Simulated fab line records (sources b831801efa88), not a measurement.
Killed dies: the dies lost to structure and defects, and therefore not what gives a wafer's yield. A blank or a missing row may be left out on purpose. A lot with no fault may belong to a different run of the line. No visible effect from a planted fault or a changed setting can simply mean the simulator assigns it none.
Lot-split experiment :: flow sky130 :: route with 708 steps; 5 lots, 23 wafers read

== ABOUT THE SPLIT ==
At SKY_VIA1_ETCH_14 (etches BARC in N2/H2, stops on SiO2, time 45.9 s, target depth 60 nm), the setting timeS was moved away from the recipe's 45.9 s on 9 of the 23 wafers read, by -14.6% to +8.7%. The other wafers ran this setting at the recipe's value.

The reading is taken at the split's own step.

== THE READING ==
oesProductAu, in a.u., at SKY_VIA1_ETCH_14 (etches BARC in N2/H2, stops on SiO2, time 45.9 s, target depth 60 nm). Typical for fault-free wafers on this fab line: 0.855 a.u., with standard deviation 0.0047 a.u.

wafer: L074.1
tool, chamber at the split: rieDiel-01, 2
timeS as run, s: 39.18
against the recipe: -14.6%
oesProductAu, a.u.: 0.939
against lot-mates on the recipe: +0.085

wafer: L074.3
tool, chamber at the split: rieDiel-01, 3
timeS as run, s: 39.18
against the recipe: -14.6%
oesProductAu, a.u.: 0.936
against lot-mates on the recipe: +0.082

wafer: L074.4
tool, chamber at the split: rieDiel-01, 1
timeS as run, s: 45.9
against the recipe: recipe
oesProductAu, a.u.: 0.850
against lot-mates on the recipe: -

wafer: L074.5
tool, chamber at the split: rieDiel-01, 0
timeS as run, s: 45.9
against the recipe: recipe
oesProductAu, a.u.: 0.860
against lot-mates on the recipe: -

wafer: L074.6
tool, chamber at the split: rieDiel-01, 3
timeS as run, s: 45.9
against the recipe: recipe
oesProductAu, a.u.: 0.851
against lot-mates on the recipe: -

wafer: L079.1
tool, chamber at the split: rieDiel-02, 2
timeS as run, s: 45.9
against the recipe: recipe
oesProductAu, a.u.: 0.851
against lot-mates on the recipe: -

wafer: L079.3
tool, chamber at the split: rieDiel-02, 1
timeS as run, s: 43.26
against the recipe: -5.8%
oesProductAu, a.u.: 0.885
against lot-mates on the recipe: +0.032

wafer: L079.4
tool, chamber at the split: rieDiel-02, 3
timeS as run, s: 45.9
against the recipe: recipe
oesProductAu, a.u.: 0.854
against lot-mates on the recipe: -

wafer: L079.5
tool, chamber at the split: rieDiel-02, 1
timeS as run, s: 43.26
against the recipe: -5.8%
oesProductAu, a.u.: 0.883
against lot-mates on the recipe: +0.030

wafer: L079.6
tool, chamber at the split: rieDiel-02, 0
timeS as run, s: 43.26
against the recipe: -5.8%
oesProductAu, a.u.: 0.885
against lot-mates on the recipe: +0.032

wafer: L081.2
tool, chamber at the split: rieDiel-02, 0
timeS as run, s: 45.9
against the recipe: recipe
oesProductAu, a.u.: 0.844
against lot-mates on the recipe: -

wafer: L081.3
tool, chamber at the split: rieDiel-02, 1
timeS as run, s: 45.9
against the recipe: recipe
oesProductAu, a.u.: 0.861
against lot-mates on the recipe: -

wafer: L081.4
tool, chamber at the split: rieDiel-02, 2
timeS as run, s: 45.9
against the recipe: recipe
oesProductAu, a.u.: 0.851
against lot-mates on the recipe: -

wafer: L081.5
tool, chamber at the split: rieDiel-02, 1
timeS as run, s: 49.9
against the recipe: +8.7%
oesProductAu, a.u.: 0.839
against lot-mates on the recipe: -0.013

wafer: L081.6
tool, chamber at the split: rieDiel-02, 0
timeS as run, s: 49.9
against the recipe: +8.7%
oesProductAu, a.u.: 0.848
against lot-mates on the recipe: -0.004

wafer: L084.1
tool, chamber at the split: rieDiel-04, 0
timeS as run, s: 45.9
against the recipe: recipe
oesProductAu, a.u.: 0.854
against lot-mates on the recipe: -

wafer: L084.2
tool, chamber at the split: rieDiel-04, 1
timeS as run, s: 49.8
against the recipe: +8.5%
oesProductAu, a.u.: 0.840
against lot-mates on the recipe: -0.013

wafer: L084.4
tool, chamber at the split: rieDiel-04, 3
timeS as run, s: 45.9
against the recipe: recipe
oesProductAu, a.u.: 0.845
against lot-mates on the recipe: -

wafer: L084.5
tool, chamber at the split: rieDiel-04, 0
timeS as run, s: 49.8
against the recipe: +8.5%
oesProductAu, a.u.: 0.837
against lot-mates on the recipe: -0.016

wafer: L084.6
tool, chamber at the split: rieDiel-04, 3
timeS as run, s: 45.9
against the recipe: recipe
oesProductAu, a.u.: 0.861
against lot-mates on the recipe: -

wafer: L085.2
tool, chamber at the split: rieDiel-01, 3
timeS as run, s: 45.9
against the recipe: recipe
oesProductAu, a.u.: 0.860
against lot-mates on the recipe: -

wafer: L085.3
tool, chamber at the split: rieDiel-01, 2
timeS as run, s: 45.9
against the recipe: recipe
oesProductAu, a.u.: 0.850
against lot-mates on the recipe: -

wafer: L085.6
tool, chamber at the split: rieDiel-01, 0
timeS as run, s: 45.9
against the recipe: recipe
oesProductAu, a.u.: 0.857
against lot-mates on the recipe: -

FIT RESULTS
A straight line over all 23 wafers: oesProductAu changes by -0.00405 a.u. for each +1% of timeS; r = -0.91; the points scatter about the line by 0.011 a.u.
The same after taking each lot's own level away (the mean of its wafers on the recipe; 23 wafers): -0.00402 a.u. for each +1%; r = -0.91; scatter 0.012 a.u.
That fit puts the effect of the largest move of timeS on the reading at 0.059 a.u.
The span of the lots' own levels, 0.8520 to 0.8557 a.u., comes to 0.8 times the standard deviation stated above.
The two slopes agree, so the slope changes little with the lot-to-lot level.
Check: for one of the wafers moved furthest among these (-14.6%), held out of the fit, the line's prediction against its lot-mates is +0.0585 a.u. Against them it came out at +0.0853 a.u.
Tool readings at the split's step, against how far the setting was moved: oesProductAu r = -0.91.

== ADDITIONAL SPLITS CARRIED BY THESE WAFERS ==
Before the reading, these wafers also passed through other splits. Each is held against what the fit with the lots' levels taken away leaves over:
other split on the same wafers: SKY_SD_P_IMPLANT_09 energyKev
wafers away from the commonest value: 6
r with oesProductAu (lot level and that fit taken away): -0.19

other split on the same wafers: SKY_SD_N_IMPLANT_10 energyKev
wafers away from the commonest value: 5
r with oesProductAu (lot level and that fit taken away): -0.10

other split on the same wafers: SKY_LI_CONTACT_HDPCVD_00 timeS
wafers away from the commonest value: 8
r with oesProductAu (lot level and that fit taken away): +0.42

other split on the same wafers: SKY_LI_CONTACT_ETCH_14 timeS
wafers away from the commonest value: 8
r with oesProductAu (lot level and that fit taken away): +0.01

other split on the same wafers: SKY_LI_CONTACT_CMP_24 tOverpolishS
wafers away from the commonest value: 7
r with oesProductAu (lot level and that fit taken away): +0.03

other split on the same wafers: SKY_CONTACT_HDPCVD_02 sih4FlowSccm
wafers away from the commonest value: 6
r with oesProductAu (lot level and that fit taken away): -0.16

== THE WHOLE CHAIN: every reading that the file lists as answering this split, in the file's order ==
step: SKY_VIA1_ETCH_14
what it does: etches BARC in N2/H2, stops on SiO2, time 45.9 s, target depth 60 nm
reading: oesProductAu
change (the file's fit): -0.00408 a.u. for each +1% of the setting
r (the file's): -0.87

step: SKY_VIA1_ETCH_14
what it does: etches BARC in N2/H2, stops on SiO2, time 45.9 s, target depth 60 nm
reading: KrF-thick_of_VIA1_COAT_07.thkNm (the simulator's own value, which no gauge read)
change (the file's fit): -0.406 nm for each +1% of the setting
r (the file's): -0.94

step: SKY_VIA1_ETCH_15
what it does: etches SiO2 in C4F8/O2/Ar, stops on TiN, target depth 351 nm, time 54 s
reading: KrF-thick_of_VIA1_COAT_07.thkNm (the simulator's own value, which no gauge read)
change (the file's fit): -0.402 nm for each +1% of the setting
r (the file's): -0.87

== FILE'S OWN FIT ==
oesProductAu changes by -0.00408 a.u. for each +1% of timeS, r = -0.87.
